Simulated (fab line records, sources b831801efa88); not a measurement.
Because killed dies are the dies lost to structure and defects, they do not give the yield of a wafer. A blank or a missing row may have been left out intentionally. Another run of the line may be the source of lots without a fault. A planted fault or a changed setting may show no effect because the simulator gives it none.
Problem report in the 8D (eight disciplines) form, filled by code + flow sky130 + the parts of the form that need people (team, actions taken, sign-off) are left out

1. THE PROBLEM
Mean of strip_time_to_endpoint_s at SKY_PASSIVATION_STRIP_12: 28.29 s across 5 wafers in 3 lots; on wafers with no fault it is 31.53 s (standard deviation 0.1). Measured from the usual mean, that is -32 standard deviations.
The step: strips in O2/N2.
First seen on wafer L192.2, day 47 21:02, on plasma_asher-01. At this step, 29 wafers from 10 lots have a number in the record. The rule behind "out" and "out of limits": a value lying over 4 standard deviations away from the usual mean. All remaining wafers that have a number are taken as sound.

2. WHAT IT IS, WHAT IT ISN'T
| question                    | is                                                | is not                                                                                |
|-----------------------------|---------------------------------------------------|---------------------------------------------------------------------------------------|
| which readings at this step | strip_time_to_endpoint_s                          | drypump_motor_current_A, oes_product_au                                               |
| which lots                  | L192, L194, L195                                  | L184, L188, L189, L190, L193, L202, L203                                              |
| which wafers of those lots  | L192.2, L192.5, L194.2, L194.5, L195.5            | L192.4, L194.4, L195.4                                                                |
| read on which tools         | plasma_asher-01, plasma_asher-03, plasma_asher-04 | -                                                                                     |
| when                        | from day 47 21:02                                 | up to then (16 sound wafers); but 8 sound wafers of L194, L195, L202, L203 came after |

3. SUSPECTS, AND WHAT RULES EACH OUT
Counting: if a tool at a process step up to the reading ran every lot that is out, it stays a suspect. Sound lots after the first of them don't rule it out here, since some wafers of a struck lot are sound.
- rie_diel-03 at SKY_PASSIVATION_ETCH_11 (etches the open film in CF4/O2, stops on AlCu, target depth 725 nm, time 161.1 s): kept. Ran every lot that is out, first one L192 (day 47 20:55); last sound lot up to then L190 (day 47 01:19).
Left after counting: rie_diel-03 at SKY_PASSIVATION_ETCH_11.

4. THE CAUSE (what the simulator had put in)
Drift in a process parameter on rie_diel-03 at SKY_PASSIVATION_ETCH_11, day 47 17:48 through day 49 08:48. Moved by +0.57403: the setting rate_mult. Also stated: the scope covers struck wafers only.
Only this tool survived the counting.

5. THE CHAIN OF EFFECTS, in route order
Each row: a reading where the mean over the struck wafers with a number is more than 3 standard deviations away from the usual. Scope: only readings with a usual standard deviation given in the record; hours: median across lots of the time from each lot's start at the first step in this table that gives one to its start at this step; sigmas: change in usual standard deviations.
| hours | step                     | reading                  | usual   | on struck wafers | change | sigmas |
|-------|--------------------------|--------------------------|---------|------------------|--------|--------|
| 0     | SKY_PASSIVATION_STRIP_12 | strip_time_to_endpoint_s | 31.53 s | 28.29            | -3.24  | -32    |
Process steps it contains:
- SKY_PASSIVATION_STRIP_12: strips in O2/N2.

6. WHAT WOULD HAVE CAUGHT IT SOONER
In this record no reading fell out of limits until day 47 21:02, 3 hours after the fault had begun at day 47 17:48.
An alarm limit of 4 standard deviations would not have fired on the tool readings at SKY_PASSIVATION_ETCH_11 for which the record gives a usual standard deviation, since none of them was out on any struck wafer.
Among the 3 lots that are out, L194, L195 began SKY_PASSIVATION_ETCH_11 on rie_diel-03 after day 47 21:02. A hold on the tool at that time would have spared those 2.
